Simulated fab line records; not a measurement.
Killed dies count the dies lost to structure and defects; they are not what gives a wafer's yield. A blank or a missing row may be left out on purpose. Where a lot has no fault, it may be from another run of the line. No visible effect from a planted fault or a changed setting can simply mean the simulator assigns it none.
Problem report, 8D (eight disciplines) form, completed by code | flow gf180mcu | the parts of the form that need people (team, actions taken, sign-off) are left out

1. PROBLEM STATEMENT
Across 6 wafers from 2 lots, HV_LDD_2_TW at GF_HV_LDD_TW_MEAS_23 averages 1592, while fault-free wafers read 1059 with a standard deviation of 7. Measured from the usual mean, that is +76 standard deviations.
Earliest sighting: wafer L850.3 on film metro-04 at day 12 13:13. The record has a number at this step for 42 wafers belonging to 14 lots. The rule behind "out" and "out of limits": a value lying over 4 standard deviations away from the usual mean. The rest of the wafers with a number are treated as sound.

2. WHAT THIS IS AND IS NOT
question                    | is                           | is not
which readings at this step | HV_LDD_2_TW                  | -
which lots                  | L850, L853                   | L847, L851, L854, L856, L857, L858, L859, L861, L863, L864, L866, L867
which wafers of those lots  | all that have a number       | -
read on which gauges        | film metro-01, film metro-04 | film metro-02
when                        | from day 12 13:13            | up to then (3 sound wafers); but 33 sound wafers of L851, L854, L856, L857, L858, L859, L861, L863, L864, L866, L867 came after

3. WHAT RULES OUT EACH SUSPECT
Counting: a tool at a process step up to the reading stays a suspect if it ran every lot that is out and no sound lot after the first of them.
- the gauge at GF_HV_LDD_TW_MEAS_23: ruled out. Those wafers that are out were read across 2 gauges (film metro-01, film metro-04).
- implanter-04 at GF_HV_LDD_IMPLANT_21: ruled out as a lasting fault. After its first lot that is out, L850 (day 12 12:59), sound lots L866 ran on it.
Left after counting: nothing in the record.

4. THE CAUSE (what the simulator had put in)
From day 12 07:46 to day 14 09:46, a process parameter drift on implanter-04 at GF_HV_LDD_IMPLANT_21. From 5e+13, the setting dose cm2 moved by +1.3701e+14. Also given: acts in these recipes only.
The count ruled it out by mistake, since the rule takes a fault to strike every lot its tool runs from the start of the fault on, and this one did not do so.

5. THE CHAIN OF EFFECTS, in route order
Each row: a reading where the mean over the struck wafers with a number is more than 3 standard deviations away from the usual. Only readings for which the record gives a usual standard deviation are gone through. hours: the time from each lot's start at the first step in this table that gives one to its start at this step, as a median over the lots. sigmas: the change in usual standard deviations.
hours | step                 | reading            | usual  | on struck wafers | change | sigmas
0     | GF_HV_LDD_IMPLANT_21 | beam on s          | 9.99 s | 14.70            | +4.71  | +25
0     | GF_HV_LDD_IMPLANT_21 | dose ions cm2      | 5e+13  | 2e+14            | +1e+14 | +99 or more
0     | GF_HV_LDD_IMPLANT_21 | faraday current uA | 282    | 717              | +435   | +79
0     | GF_HV_LDD_TW_MEAS_23 | HV_LDD_2_TW        | 1059   | 1592             | +534   | +76
The process steps in it:
- GF_HV_LDD_IMPLANT_21
At these later measuring or inspecting steps, every struck wafer for which the step has a row has a number for every such reading, and none has moved that far: GF_HV_LDD_TW_MEAS_50.

6. HOW IT WOULD HAVE BEEN CAUGHT EARLIER
The first out-of-limits reading at a measuring or inspecting step in this record came at day 12 13:13, 5 hours after the fault's start at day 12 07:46.
Tool's own readings at GF_HV_LDD_IMPLANT_21, beam on s, dose ions cm2, faraday current uA: out on all struck wafers the step has rows for; an alarm limit on them would have tripped on the first.
